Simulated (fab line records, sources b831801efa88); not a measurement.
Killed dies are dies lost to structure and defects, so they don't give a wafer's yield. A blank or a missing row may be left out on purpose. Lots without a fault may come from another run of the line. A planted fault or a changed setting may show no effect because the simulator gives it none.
fab line records | flow sky130
record lots=6 wafers=18 last_day=50
route steps=708 shown METAL1@443 VIA1@458 METAL2@483 PAD_OPEN@708
lots that met no fault: from a run of the same line without faults
start_h: hours from the record's first day to the start of the lot's first wafer shown | wait_h: hours since the lot's step before | " the same as in the row above | L1.1+2: a row that stands for several wafers | - no value, or no start given | * or withheld: withheld | < > ~ a bound
route shown NAME@n: a module of which the file shows steps, and the number in the route of the first | usual: mean/standard deviation of fault-free wafers | same: alike in all rows | chamber/n: place in a boat | sites: the reading at each site | _std_site: their standard deviation | _edge_site: outer sites' mean less inner sites' | radius_mm: how far each site lies from the wafer's centre | mask NAME#n: copy n | behind: the tool/chamber that last shaped the wafer | hold: why the lot was held/for how many hours/how that ended | device: the transistor (n, p or np) that didn't switch | end of line: the same wafers' tests at the end of the route | a step without rows: its recipe alone | killed: dies lost to structure and defects at the first sort, not the wafer's yield | map: a wafer's dies, x killed, . not, _ none there
set.NAME: the setting as run; set.NAME@STEP: as run at that earlier step | model.NAME: the simulator's own value behind a step, which no gauge read
lots at some steps of the route; a table a step, a row a wafer
services: from which hour (start_h, from the record's first day; less than 0 if before it) a tool's chamber was out of use, for how many hours, and why
## steps
# step SKY_METAL1_COAT_09
# recipe resist=BARC temp_c=withheld time_s=withheld spin_rpm=3000 resist_thk_nm=60
# step SKY_METAL1_COAT_10
# recipe resist=KrF-thick spin_rpm=3000 resist_thk_nm=450
# step SKY_METAL1_SOFTBAKE_11
# recipe temp_c=99.36 time_s=90 resist=KrF-thick
# step SKY_METAL1_EXPOSE_12
# recipe mask_id=MM1 na=0.8 source_shape=annular sigma_inner=0.55 sigma_outer=0.85 target_cd_nm=140 dose_mj=28
# step SKY_METAL1_PEB_13
# recipe peb_temp_c=withheld peb_time_s=withheld resist=KrF-thick
# step SKY_METAL1_DEVELOP_14
# recipe develop_time_s=60 resist=KrF-thick dev_temp_c=21
# step SKY_METAL1_CD_MEAS_15
# recipe target_cd_nm=140
# usual cd_nm=140.4/1.5
# columns lot.wafer tool chamber start_h wait_h cd_nm
L591.1 cd_sem-02 - 786.33 - 140.3
L591.2 " - " " 140.8
L591.3 " - " " 139.9
L594.1 cd_sem-01 - 789.12 - 141.5
L594.5 " - " " 142.2
L594.6 " - " " 141.0
L598.2 cd_sem-01 - 831.58 - 139.0
L598.4 " - " " 138.2
L598.5 " - " " 137.9
L605.3 cd_sem-02 - 888.21 - 139.6
L605.5 " - " " 140.1
L605.6 " - " " 141.0
L604.1 cd_sem-02 - 889.77 - 140.8
L604.2 " - " " 139.1
L604.5 " - " " 140.8
L611.1 cd_sem-01 - 927.99 - 138.9
L611.3 " - " " 139.0
L611.5 " - " " 140.1
# step SKY_METAL1_OVL_MEAS_16
# usual METAL1_OVL=0/5.3
# columns lot.wafer tool chamber start_h wait_h METAL1_OVL[nm]
L591.1 overlay-02 - 786.45 0.1 5
L591.2 " - " " 2
L591.3 " - " " -5
L594.1 overlay-02 - 789.24 0.1 5
L594.5 " - " " 2
L594.6 " - " " 6
L598.2 overlay-02 - 831.68 0.1 -4
L598.4 " - " " -2
L598.5 " - " " -10
L605.3 overlay-01 - 888.30 0.1 2
L605.5 " - " " 6
L605.6 " - " " 3
L604.1 overlay-02 - 889.89 0.1 3
L604.2 " - " " 10
L604.5 " - " " 14
L611.1 overlay-02 - 928.11 0.1 -3
L611.3 " - " " 0
L611.5 " - " " 2
# step SKY_METAL1_DESCUM_17
# recipe chemistry=O2 source_power_w=150 bias_power_w=0 pressure_mtorr=10 temp_c=40 time_s=8
# usual drypump_motor_current_A=6.0/0.53 oes_product_au=0.998/0.0093
# columns lot.wafer tool chamber start_h wait_h drypump_motor_current_A oes_product_au rf_hours_counter_h
L591.1 rie_metal-04 0 786.49 0.0 5.3 1.001 5
L591.2 " 0 " " 5.3 0.999 -
L591.3 " 0 " " 5.3 0.995 -
L594.1 rie_metal-02 0 789.28 0.0 6.8 0.991 3
L594.5 " 0 " " 6.8 0.997 -
L594.6 " 0 " " 6.7 0.986 -
L598.2 rie_metal-04 0 831.71 0.0 5.3 0.993 8
L598.4 " 1 " " 6.0 0.980 -
L598.5 " 0 " " 5.3 1.005 -
L605.3 rie_metal-02 1 888.34 0.0 5.8 1.002 -
L605.5 " 1 " " 5.8 1.007 -
L605.6 " 0 " " 6.7 0.996 -
L604.1 rie_metal-04 0 889.93 0.0 5.3 0.991 10
L604.2 " 1 " " 6.1 0.980 5
L604.5 " 1 " " 6.1 0.982 -
L611.1 rie_metal-02 0 928.15 0.0 6.8 0.996 11
L611.3 " 1 " " 5.8 0.997 -
L611.5 " 1 " " 5.8 0.998 -
# step SKY_METAL1_ETCH_18
# recipe chemistry=N2/H2 target=BARC ion_energy_ev=200 bias_w=100 pressure_mtorr=30 n2_flow_sccm=100 h2_flow_sccm=200 icp_w=500 stop_on=SiO2 time_s=45.9 target_depth_a=600
# step SKY_METAL1_METAL_ETCH_19
# recipe target_depth_a=3600 stop_on=SiO2 over_etch_frac=0.3 time_s=78 chemistry=Cl2/BCl3 resist_sidewall_deg=88 pressure_mtorr=10 icp_w=900 bias_w=48.5 Cl2_flow_sccm=60 bcl3_flow_sccm=30
# step SKY_METAL1_STRIP_20
# recipe chemistry=O2/N2 power_w=1400 pressure_mtorr=1500 platen_temp_c=withheld o2_flow_sccm=3000 n2_flow_sccm=300 overash_fraction=0.5
# step SKY_METAL1_STRIP_21
# recipe chemistry=post_etch_residue_remover time_s=1200 temp_c=72.5
# columns lot.wafer tool chamber start_h wait_h
L591.1+2+3 wet_bench-03 2 786.96 0.1
L594.1+5+6 wet_bench-03 0 789.75 0.1
L598.2+4+5 wet_bench-01 1 832.00 0.1
L605.3+5+6 wet_bench-01 3 888.61 0.0
L604.1+2+5 wet_bench-03 0 890.22 0.1
L611.1+3+5 wet_bench-04 3 928.43 0.1
# step SKY_METAL1_CLEAN_22
# recipe chemistry=IPA time_s=180 temp_c=25
# step SKY_METAL1_CLEAN_23
# recipe chemistry=O3/DIW dry=n2_spin
# step SKY_VIA1_HDPCVD_00
# recipe material=SiO2 target_thk_nm=1030 sigma_open_frac=0.3 time_s=171.7 temp_c=400 sih4_flow_sccm=60 pressure_mtorr=6
# step SKY_VIA1_THK_MEAS_01
# recipe reads=SiO2_of_VIA1_HDPCVD_00
# usual VIA1_HDPCVD_THK=1038/10
# columns lot.wafer tool chamber start_h wait_h VIA1_HDPCVD_THK[nm]
L591.1 film_metro-03 - 787.56 0.1 1038
L591.2 " - " " 1044
L591.3 " - " " 1012
L594.1 film_metro-04 - 790.35 0.1 1049
L594.5 " - " " 1060
L594.6 " - " " 1040
L598.2 film_metro-03 - 832.62 0.1 1029
L598.4 " - " " 1044
L598.5 " - " " 1025
L605.3 film_metro-03 - 889.29 0.1 1064
L605.5 " - " " 1056
L605.6 " - " " 1037
L604.1 film_metro-03 - 891.16 0.1 1041
L604.2 " - " " 1037
L604.5 " - " " 1046
L611.1 film_metro-01 - 929.04 0.1 1029
L611.3 " - " " 1023
L611.5 " - " " 1031
# step SKY_VIA1_CMP_02
# recipe material=SiO2 down_force_psi=4 platen_rpm=60 pad_velocity_m_s=0.94248
# step SKY_VIA1_BOW_MEAS_03
# recipe mode=bow
# usual VIA1_BOW=80/6.7
# columns lot.wafer tool chamber start_h wait_h VIA1_BOW[um]
L591.1 film_metro-03 - 787.92 0.1 77
L591.2 " - " " 81
L591.3 " - " " 84
L594.1 film_metro-04 - 790.71 0.2 86
L594.5 " - " " 84
L594.6 " - " " 79
L598.2 film_metro-01 - 832.99 0.2 86
L598.4 " - " " 84
L598.5 " - " " 83
L605.3 film_metro-03 - 889.67 0.1 82
L605.5 " - " " 81
L605.6 " - " " 82
L604.1 film_metro-01 - 891.52 0.2 75
L604.2 " - " " 73
L604.5 " - " " 82
L611.1 film_metro-01 - 929.56 0.1 80
L611.3 " - " " 69
L611.5 " - " " 83
# step SKY_VIA1_DEHYDRATE_04
# recipe temp_c=200 time_s=60
# step SKY_VIA1_HMDS_05
# recipe prime_time_s=60 prime_temp_c=120
# step SKY_VIA1_COAT_06
# recipe resist=BARC temp_c=withheld time_s=withheld spin_rpm=3000 resist_thk_nm=60.49
# step SKY_VIA1_COAT_07
# recipe resist=KrF-thick spin_rpm=3000 resist_thk_nm=450
# step SKY_VIA1_SOFTBAKE_08
# recipe temp_c=100 time_s=90 resist=KrF-thick
# step SKY_VIA1_EXPOSE_09
# recipe mask_id=VIM na=0.8 source_shape=annular sigma_inner=0.55 sigma_outer=0.85 target_cd_nm=150 dose_mj=38
# step SKY_VIA1_PEB_10
# recipe peb_temp_c=withheld peb_time_s=withheld resist=KrF-thick
# step SKY_VIA1_DEVELOP_11
# recipe develop_time_s=60 resist=KrF-thick dev_temp_c=21
# step SKY_VIA1_CD_MEAS_12
# recipe target_cd_nm=150
# usual cd_nm=150.3/2
# columns lot.wafer tool chamber start_h wait_h cd_nm
L591.1 cd_sem-01 - 813.63 - 146.1
L591.2 " - " " 148.5
L591.3 " - " " 147.8
L594.1 cd_sem-02 - 817.58 - 150.1
L594.5 " - " " 148.8
L594.6 " - " " 149.2
L598.2 cd_sem-02 - 858.94 - 149.0
L598.4 " - " " 151.4
L598.5 " - " " 151.6
L605.3 cd_sem-01 - 912.11 - 149.4
L605.5 " - " " 149.9
L605.6 " - " " 151.5
L604.1 cd_sem-01 - 914.63 - 149.5
L604.2 " - " " 151.9
L604.5 " - " " 148.5
L611.1 cd_sem-02 - 954.22 - 150.3
L611.3 " - " " 153.0
L611.5 " - " " 151.7
# step SKY_VIA1_OVL_MEAS_13
# usual VIA1_OVL=-2/5.5
# columns lot.wafer tool chamber start_h wait_h VIA1_OVL[nm]
L591.1 overlay-01 - 813.75 0.1 -4
L591.2 " - " " -5
L591.3 " - " " -3
L594.1 overlay-01 - 817.70 0.1 -2
L594.5 " - " " -7
L594.6 " - " " 1
L598.2 overlay-02 - 859.05 0.1 -5
L598.4 " - " " 3
L598.5 " - " " -7
L605.3 overlay-02 - 912.20 0.1 -4
L605.5 " - " " 0
L605.6 " - " " -3
L604.1 overlay-01 - 914.75 0.1 3
L604.2 " - " " 11
L604.5 " - " " -6
L611.1 overlay-02 - 954.34 0.1 -3
L611.3 " - " " 4
L611.5 " - " " -7
# step SKY_VIA1_ETCH_14
# recipe chemistry=N2/H2 target=BARC ion_energy_ev=200 source_w=500 bias_w=100 pressure_mtorr=30 n2_flow_sccm=100 h2_flow_sccm=200 stop_on=SiO2 time_s=45.9 target_depth_a=600
# usual drypump_motor_current_A=5.64/0.29 oes_product_au=0.858/0.0046 throttle_valve_pct=13.226/0.0089
# columns lot.wafer tool chamber start_h wait_h drypump_motor_current_A oes_product_au rf_hours_counter_h throttle_valve_pct
L591.1 rie_diel-01 1 813.79 0.0 5.37 0.853 26 13.227
L591.2 " 3 " " 6.05 0.856 16 13.231
L591.3 " 0 " " 5.45 0.848 9 13.239
L594.1 rie_diel-02 3 817.74 0.0 5.36 0.863 30 13.213
L594.5 " 1 " " 5.91 0.858 - 13.225
L594.6 " 0 " " 5.61 0.855 - 13.234
L598.2 rie_diel-04 0 859.08 0.0 5.53 0.857 4 13.223
L598.4 " 2 " " 5.04 0.865 12 13.224
L598.5 " 0 " " 5.51 0.864 - 13.233
L605.3 rie_diel-02 0 912.23 0.0 5.65 0.858 24 13.239
L605.5 " 2 " " 5.56 0.864 - 13.202
L605.6 " 1 " " 5.93 0.850 - 13.220
L604.1 rie_diel-01 3 914.79 0.0 6.03 0.862 19 13.229
L604.2 " 1 " " 5.36 0.864 1 13.231
L604.5 " 0 " " 5.44 0.864 - 13.217
L611.1 rie_diel-01 1 954.38 0.0 5.37 0.863 2 13.222
L611.3 " 2 " " 6.18 0.865 10 13.222
L611.5 " 1 " " 5.32 0.866 - 13.237
# step SKY_VIA1_ETCH_15
# recipe target=SiO2 chemistry=C4F8/O2/Ar target_depth_nm=351 stop_on=TiN mask_material=KrF-thick source_w=1500 bias_w=1200 pressure_mtorr=40 c4f8_flow_sccm=withheld O2_flow_sccm=6 Ar_flow_sccm=300 time_s=54
# step SKY_VIA1_STRIP_16
# recipe chemistry=O2/N2 power_w=1400 pressure_mtorr=1500 platen_temp_c=withheld o2_flow_sccm=3000 n2_flow_sccm=300 overash_fraction=0.5
# usual drypump_motor_current_A=5.4/0.35 oes_product_au=0.416/0.0045 strip_time_to_endpoint_s=4.459/0.026
# columns lot.wafer tool chamber start_h wait_h drypump_motor_current_A oes_product_au rf_hours_counter_h strip_time_to_endpoint_s
L591.1 plasma_asher-01 0 813.88 0.0 5.0 0.418 6 4.478
L591.2 " 1 " " 5.7 0.417 6 4.449
L591.3 " 1 " " 5.6 0.415 - 4.408
L594.1 plasma_asher-01 0 817.83 0.0 4.9 0.415 7 4.448
L594.5 " 0 " " 4.9 0.411 - 4.417
L594.6 " 1 " " 5.7 0.413 - 4.433
L598.2 plasma_asher-03 1 859.16 0.0 5.9 0.415 76 4.474
L598.4 " 0 " " 5.0 0.412 - 4.444
L598.5 " 1 " " 5.9 0.413 - 4.447
L605.3 plasma_asher-04 0 912.35 0.1 5.6 0.407 - 4.451
L605.5 " 0 " " 5.6 0.418 - 4.503
L605.6 " 1 " " 5.1 0.412 - 4.448
L604.1 plasma_asher-01 0 914.88 0.0 4.9 0.407 16 4.464
L604.2 " 1 " " 5.6 0.423 16 4.466
L604.5 " 0 " " 4.9 0.416 - 4.435
L611.1 plasma_asher-04 1 954.47 0.0 5.2 0.410 111 4.449
L611.3 " 0 " " 5.6 0.415 - 4.449
L611.5 " 1 " " 5.2 0.416 - 4.484
# step SKY_VIA1_STRIP_17
# recipe chemistry=post_etch_residue_remover time_s=1200 temp_c=72.5
# step SKY_VIA1_CLEAN_18
# recipe chemistry=IPA time_s=180 temp_c=25
# step SKY_VIA1_CLEAN_19
# recipe chemistry=O3/DIW dry=n2_spin
# step SKY_VIA1_SPUTTER_20
# recipe material=TiN target_thk_nm=20 chamber_pressure_pa=5 power_w=4000 time_s=80
# usual throttle_valve_pct=30.1/1.3
# columns lot.wafer tool chamber start_h wait_h throttle_valve_pct
L591.1 pvd_sputter-01 - 814.47 0.0 27.1
L591.2 " - " " 31.9
L591.3 " - " " 30.5
L594.1 pvd_sputter-03 - 818.42 0.0 30.8
L594.5 " - " " 31.0
L594.6 " - " " 29.9
L598.2 pvd_sputter-03 - 859.76 0.0 30.2
L598.4 " - " " 29.8
L598.5 " - " " 31.0
L605.3 pvd_sputter-01 - 913.03 0.0 32.0
L605.5 " - " " 32.2
L605.6 " - " " 27.3
L604.1 pvd_sputter-04 - 915.47 0.0 29.6
L604.2 " - " " 28.7
L604.5 " - " " 29.4
L611.1 pvd_sputter-01 - 955.46 0.0 30.0
L611.3 " - " " 31.9
L611.5 " - " " 30.0
# step SKY_VIA1_CVD_21
# recipe material=W target_thk_nm=270 time_s=80.902 temp_c=400 pressure_torr=40
# step SKY_VIA1_RS_MEAS_22
# recipe thk_meas_gauge=four-point-probe reads=W_of_VIA1_CVD_21+TiN_of_VIA1_SPUTTER_20
# usual VIA1_W_RS=0.424/0.0082
# columns lot.wafer tool chamber start_h wait_h VIA1_W_RS[ohm/sq]
L591.1 film_metro-04 - 814.62 0.1 0.430
L591.2 " - " " 0.434
L591.3 " - " " 0.424
L594.1 film_metro-01 - 818.58 0.1 0.412
L594.5 " - " " 0.415
L594.6 " - " " 0.428
L598.2 film_metro-01 - 859.93 0.1 0.406
L598.4 " - " " 0.407
L598.5 " - " " 0.425
L605.3 film_metro-01 - 913.23 0.1 0.429
L605.5 " - " " 0.410
L605.6 " - " " 0.428
L604.1 film_metro-04 - 915.62 0.1 0.408
L604.2 " - " " 0.424
L604.5 " - " " 0.409
L611.1 film_metro-03 - 955.61 0.1 0.421
L611.3 " - " " 0.424
L611.5 " - " " 0.422
# step SKY_VIA1_THK_MEAS_23
# recipe thk_meas_gauge=xrf reads=W_of_VIA1_CVD_21
# usual VIA1_W_THK=277/5.7
# columns lot.wafer tool chamber start_h wait_h VIA1_W_THK[nm]
L591.1 film_metro-04 - 814.74 0.1 273
L591.2 " - " " 269
L591.3 " - " " 277
L594.1 film_metro-01 - 818.70 0.1 283
L594.5 " - " " 280
L594.6 " - " " 274
L598.2 film_metro-01 - 860.04 0.1 291
L598.4 " - " " 289
L598.5 " - " " 277
L605.3 film_metro-01 - 913.33 0.1 274
L605.5 " - " " 286
L605.6 " - " " 273
L604.1 film_metro-04 - 915.74 0.1 286
L604.2 " - " " 272
L604.5 " - " " 284
L611.1 film_metro-03 - 955.73 0.1 279
L611.3 " - " " 278
L611.5 " - " " 278
# step SKY_VIA1_CMP_24
# recipe stop_on=SiO2 t_overpolish_s=15 down_force_psi=3.5 platen_rpm=60 target_thk_nm=0 pad_velocity_m_s=0.94248
# step SKY_METAL2_SPUTTER_00
# recipe material=Ti target_thk_nm=15 power_w=3000 time_s=10 chamber_pressure_pa=0.4
# usual throttle_valve_pct=30.2/0.73
# columns lot.wafer tool chamber start_h wait_h throttle_valve_pct
L591.1 pvd_sputter-03 - 815.10 0.1 31.1
L591.2 " - " " 29.9
L591.3 " - " " 30.2
L594.1 pvd_sputter-02 - 819.06 0.2 29.9
L594.5 " - " " 29.9
L594.6 " - " " 31.3
L598.2 pvd_sputter-02 - 860.39 0.2 30.8
L598.4 " - " " 29.8
L598.5 " - " " 30.2
L605.3 pvd_sputter-03 - 914.17 0.2 31.0
L605.5 " - " " 31.0
L605.6 " - " " 30.2
L604.1 pvd_sputter-03 - 916.10 0.1 31.0
L604.2 " - " " 29.9
L604.5 " - " " 29.9
L611.1 pvd_sputter-04 - 956.09 0.2 30.6
L611.3 " - " " 29.5
L611.5 " - " " 28.8
# step SKY_METAL2_SPUTTER_01
# recipe material=TiN target_thk_nm=20 power_w=6500 time_s=16.7 chamber_pressure_pa=0.4
# step SKY_PAD_OPEN_PROBE_99
# usual defect_limited_yield=82.6/1.9 killed_at_M0_to_M3=43/7.2 killed_at_M4_up=3.5/2 killed_at_contacts=24/5.2 killed_at_front_end=15/4.4 killed_at_other=0.2/0.48 killed_dies=85/9.4 killed_open=46/7.3 killed_short=39/6.1 sort_bin_3_pad_short=0.8/0.37 sort_bin_5_function=10.2/1.4 sort_bin_6_memory=6.3/1.1 sort_n_pass=407/9.4 sort_yield_pct=82.6/1.9
# same gross_dies=492 killed_at_back_side=0 sort_bin_4_leakage[%]=0 sort_bin_8_speed[%]=0
# columns lot.wafer tool chamber start_h wait_h hold defect_limited_yield[%] killed_at_M0_to_M3 killed_at_M4_up killed_at_contacts killed_at_front_end killed_at_other killed_dies killed_open killed_short sort_bin_3_pad_short[%] sort_bin_5_function[%] sort_bin_6_memory[%] sort_n_pass sort_yield_pct[%] model.etest.tester.sort_n_pass model.etest.tester.sort_yield_pct model.etest.tester.sort_bin_5_pct model.etest.tester.sort_bin_3_pct
L591.1 prober-01 - 1097.72 0.1 await_dispo/4.4h/release 72.6 83 2 30 20 0 135 38 44 3.0 16.9 7.5 357 72.6 357 72.56 16.87 3.049
L591.2 prober-01 - 1097.77 0.1 await_dispo/4.4h/release 75.6 86 6 17 11 0 120 39 32 2.4 15.4 6.5 372 75.6 372 75.61 15.45 2.439
L591.3 prober-01 - 1097.82 0.2 await_dispo/4.4h/release 74.6 82 4 19 20 0 125 41 39 2.0 16.7 6.7 367 74.6 367 74.59 16.67 2.033
L594.1 prober-01 - 1100.72 0.1 await_dispo/6.7h/release 73.0 89 5 20 19 0 133 43 41 2.8 15.9 8.3 359 73.0 359 72.97 15.85 2.846
L594.5 prober-01 - 1100.92 0.2 await_dispo/6.7h/release 74.8 88 6 18 12 0 124 42 33 1.8 14.0 9.3 368 74.8 368 74.8 14.02 1.829
L594.6 prober-01 - 1100.97 0.2 await_dispo/6.7h/release 73.0 91 3 30 9 0 133 48 32 2.6 17.3 7.1 359 73.0 359 72.97 17.28 2.642
L598.2 prober-01 - 1125.70 0.1 - 80.5 42 6 29 19 0 96 44 52 0.8 11.8 6.9 396 80.5 396 80.49 11.79 0.813
L598.4 prober-01 - 1125.80 0.2 - 86.0 32 2 28 7 0 69 39 30 0.6 8.9 4.5 423 86.0 423 85.98 8.943 0.6098
L605.3 prober-02 - 1165.16 0.2 - 80.9 47 1 27 19 0 94 52 41 1.2 10.8 7.1 398 80.9 398 80.89 10.77 1.22
L605.5 prober-02 - 1165.26 0.2 - 85.2 39 1 16 16 1 73 41 31 0.6 9.8 4.5 419 85.2 419 85.16 9.756 0.6098
L605.6 prober-02 - 1165.31 0.2 - 80.5 49 1 40 6 0 96 53 43 1.0 11.0 7.5 396 80.5 396 80.49 10.98 1.016
L604.1 prober-01 - 1166.58 0.1 - 84.3 33 5 28 11 0 77 55 22 0.2 10.8 4.7 415 84.3 415 84.35 10.77 0.2033
L604.2 prober-01 - 1166.63 0.1 - 82.1 47 1 20 20 0 88 43 45 1.0 11.2 5.7 404 82.1 404 82.11 11.18 1.016
L604.5 prober-01 - 1166.78 0.2 - 82.3 38 2 28 19 0 87 43 43 0.6 11.0 6.1 405 82.3 405 82.32 10.98 0.6098
L611.1 prober-01 - 1197.68 0.1 - 83.3 42 6 22 12 0 82 44 38 1.0 10.4 5.3 410 83.3 410 83.33 10.37 1.016
L611.3 prober-01 - 1197.78 0.2 - 84.8 42 4 21 8 0 75 36 39 0.8 10.0 4.5 417 84.8 417 84.76 9.959 0.813
L611.5 prober-01 - 1197.88 0.2 - 82.7 37 3 24 20 1 85 46 39 0.6 10.0 6.7 407 82.7 407 82.72 9.959 0.6098
# killed by level:class
L591.1 METAL1:unspecified=53 CONTACT:geometric_particle:open=11 CONTACT:geometric_particle:short=8 POLY_GATE:geometric_particle:short=7 VIA3:geometric_particle:open=7 FIELD_ISO:geometric_particle:open=5 LI_CONTACT:geometric_particle:open=5 VIA1:geometric_particle:open=5
L591.2 METAL1:unspecified=49 VIA1:geometric_particle:open=9 VIA2:geometric_particle:open=7 CONTACT:geometric_particle:open=5 METAL2:geometric_particle:short=5 FIELD_ISO:geometric_particle:open=4 POLY_GATE:geometric_particle:open=4 CONTACT:geometric_particle:short=4
L591.3 METAL1:unspecified=45 VIA1:geometric_particle:open=9 CONTACT:geometric_particle:open=7 METAL1:geometric_particle:short=6 FIELD_ISO:geometric_particle:open=5 POLY_GATE:geometric_particle:open=5 LOCAL_INTERCONNECT:geometric_particle:short=5 CONTACT:geometric_particle:short=5
L594.1 METAL1:unspecified=49 METAL1:geometric_particle:short=10 VIA1:geometric_particle:open=9 LI_CONTACT:geometric_particle:open=8 POLY_GATE:geometric_particle:open=5 FIELD_ISO:geometric_particle:open=4 FIELD_ISO:geometric_particle:short=4 POLY_GATE:geometric_particle:short=4
L594.5 METAL1:unspecified=49 VIA2:geometric_particle:open=11 VIA1:geometric_particle:open=10 METAL4:geometric_particle:short=6 LI_CONTACT:geometric_particle:open=5 CONTACT:geometric_particle:open=5 POLY_GATE:geometric_particle:open=4 LI_CONTACT:geometric_particle:short=4
L594.6 METAL1:unspecified=53 CONTACT:geometric_particle:open=10 VIA2:geometric_particle:open=8 LI_CONTACT:geometric_particle:open=7 VIA1:geometric_particle:open=7 LI_CONTACT:geometric_particle:short=5 METAL2:geometric_particle:short=5 VIA3:geometric_particle:open=5
L598.2 VIA2:geometric_particle:open=12 FIELD_ISO:geometric_particle:short=10 VIA3:geometric_particle:open=8 LI_CONTACT:geometric_particle:open=7 CONTACT:geometric_particle:open=7 CONTACT:geometric_particle:short=6 LI_CONTACT:geometric_particle:short=5 METAL4:geometric_particle:short=5
L598.4 LI_CONTACT:geometric_particle:open=10 CONTACT:geometric_particle:short=6 METAL1:geometric_particle:short=6 VIA2:geometric_particle:open=6 CONTACT:geometric_particle:open=5 VIA3:geometric_particle:open=5 VIA1:geometric_particle:short=4 VIA1:geometric_particle:open=4
L605.3 VIA1:geometric_particle:open=12 CONTACT:geometric_particle:open=11 FIELD_ISO:geometric_particle:open=6 METAL2:geometric_particle:short=6 VIA2:geometric_particle:open=6 LI_CONTACT:geometric_particle:open=5 LOCAL_INTERCONNECT:geometric_particle:short=5 VIA3:geometric_particle:open=5
L605.5 VIA1:geometric_particle:open=9 METAL1:geometric_particle:short=7 FIELD_ISO:geometric_particle:open=5 FIELD_ISO:geometric_particle:short=5 CONTACT:geometric_particle:open=5 METAL1:geometric_particle:open=5 CONTACT:geometric_particle:short=4 METAL2:geometric_particle:open=4
L605.6 CONTACT:geometric_particle:open=14 VIA1:geometric_particle:open=12 LI_CONTACT:geometric_particle:open=9 CONTACT:geometric_particle:short=9 METAL2:geometric_particle:short=8 VIA3:geometric_particle:open=6 VIA3:geometric_particle:short=6 LOCAL_INTERCONNECT:geometric_particle:short=5
L604.1 LI_CONTACT:geometric_particle:open=12 VIA1:geometric_particle:open=11 CONTACT:geometric_particle:open=10 VIA2:geometric_particle:open=4 CONTACT:geometric_particle:short=4 FIELD_ISO:geometric_particle:open=3 POLY_CUT:geometric_particle:open=3 VIA1:geometric_particle:short=3
L604.2 VIA1:geometric_particle:open=13 CONTACT:geometric_particle:open=10 VIA1:geometric_particle:short=9 FIELD_ISO:geometric_particle:short=8 METAL1:geometric_particle:short=6 POLY_GATE:geometric_particle:short=5 METAL2:geometric_particle:short=5 LI_CONTACT:geometric_particle:open=4
L604.5 VIA1:geometric_particle:open=12 CONTACT:geometric_particle:open=10 POLY_GATE:geometric_particle:short=7 LOCAL_INTERCONNECT:geometric_particle:short=6 LI_CONTACT:geometric_particle:open=6 METAL1:geometric_particle:short=5 POLY_GATE:geometric_particle:open=5 CONTACT:geometric_particle:short=4
L611.1 VIA1:geometric_particle:open=12 CONTACT:geometric_particle:open=8 METAL2:geometric_particle:short=7 VIA1:geometric_particle:short=6 VIA3:geometric_particle:open=5 LI_CONTACT:geometric_particle:open=5 VIA2:geometric_particle:open=5 METAL4:geometric_particle:short=5
L611.3 VIA1:geometric_particle:open=12 VIA1:geometric_particle:short=11 LI_CONTACT:geometric_particle:open=8 CONTACT:geometric_particle:open=7 FIELD_ISO:geometric_particle:short=4 METAL2:geometric_particle:short=4 METAL1:geometric_particle:short=4 METAL4:geometric_particle:short=4
L611.5 VIA1:geometric_particle:open=15 CONTACT:geometric_particle:open=8 POLY_GATE:geometric_particle:short=7 POLY_GATE:geometric_particle:open=7 LI_CONTACT:geometric_particle:open=7 METAL2:geometric_particle:short=6 CONTACT:geometric_particle:short=4 FIELD_ISO:geometric_particle:short=3
# map L591.1 (x killed, . not)
__________......x.xx_________
________x........x...x_______
______..x.x.........x..._____
_____xx.....x..x.........____
____..xx......xx....x....x___
___..x..xxx.....x...x......__
__....xx.xx.x...xx.......x.._
_.....xxxxx.x....x..x..x.....
_...xxxxxxxxxx......x...xx...
_.x.xxxxxxxxx..........x.xx..
_x...xxxxxxxx.x......x.x.....
_.x.x.xxxxx.x........x..x....
_..x.x.xxxxxx..xx.......xx...
_.x....x.x...............x.x.
_...x..x........x...x.x......
__..x........x.....x........_
___...x...x.......x......x.__
____.........x........x.x.___
_____...x.x.........x....____
______...x......x.x..x.._____
________x..x.x......x._______
__________x.x......._________
# map L594.1 (x killed, . not)
__________..x......._________
________..x....xx....._______
______..........x.x.x..._____
_____....x...xx.......x..____
____.........x.x.....x.x..___
___x..........x.x..x.x..x..__
__.......x..x....xx........._
_..x.x...x..x..x.....x..xxxx.
_.x........x..........x......
_.x.........x.....x.........x
_..x...xx.......xx.....x..x.x
_......x................xxx..
_x..x.......x........x...x..x
_.....xx.xx.x....x.......x...
_..xxxxxxxxxxx............x..
__.x.xxxxxxxx.......x......._
___..xxxxxxxxxx..x.x.x..x..__
____.xxxxxxx.x.x..........___
_____xxxxxxxx..x.....x...____
______..x.xxx.x........x_____
________..xx.........._______
__________....xx...x_________
## services
# columns tool chamber start_h hours kind
rie_metal-04 - 763.00 2.8 pm
rie_diel-01 0 767.76 4.2 repair
rie_metal-04 1 782.99 12.2 repair
pvd_sputter-02 - 805.55 1.1 repair
rie_diel-01 2 806.97 22.0 repair
rie_diel-04 1 807.96 1.3 repair
wet_bench-03 - 832.38 4.4 pm
pvd_sputter-03 3 832.59 - consumable_replace:kit
pvd_sputter-03 - 838.63 10.0 repair
rie_diel-04 2 846.26 4.9 repair
plasma_asher-01 - 846.42 2.8 pm
rie_diel-04 - 849.29 0.1 repair
pvd_sputter-02 - 878.85 3.7 repair
pvd_sputter-01 - 885.11 7.9 repair
pvd_sputter-04 - 886.72 13.6 repair
plasma_asher-04 - 890.24 4.4 repair
rie_diel-02 3 892.39 8.7 repair
pvd_sputter-03 - 894.37 1.4 repair
pvd_sputter-03 - 895.22 1.1 repair
rie_diel-01 2 913.43 1.4 repair
pvd_sputter-01 - 921.14 2.2 repair
rie_diel-01 3 925.66 6.9 repair
pvd_sputter-02 - 942.10 84.7 repair
rie_diel-01 - 955.98 0.9 repair
## key
first_sign step=SKY_PAD_OPEN_PROBE_99 reading=killed_at_M0_to_M3 direction=up sigmas=6.1 usual=43 struck=86
effect step=SKY_PAD_OPEN_PROBE_99 reading=killed_dies direction=up sigmas=4.6 usual=85 struck=128
model_effect step=SKY_PAD_OPEN_PROBE_99 value=etest.tester.sort_n_pass without=406.8 struck=363.7
met_at SKY_METAL1_STRIP_21
struck_wafers L591.1,L591.2,L591.3,L594.1,L594.5,L594.6
fault kind=chamber_particle_source tool=wet_bench-03 chamber=- onset_h=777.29 steps=SKY_METAL1_STRIP_21 rate_per_visit_cm2=0.68473 end_h=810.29
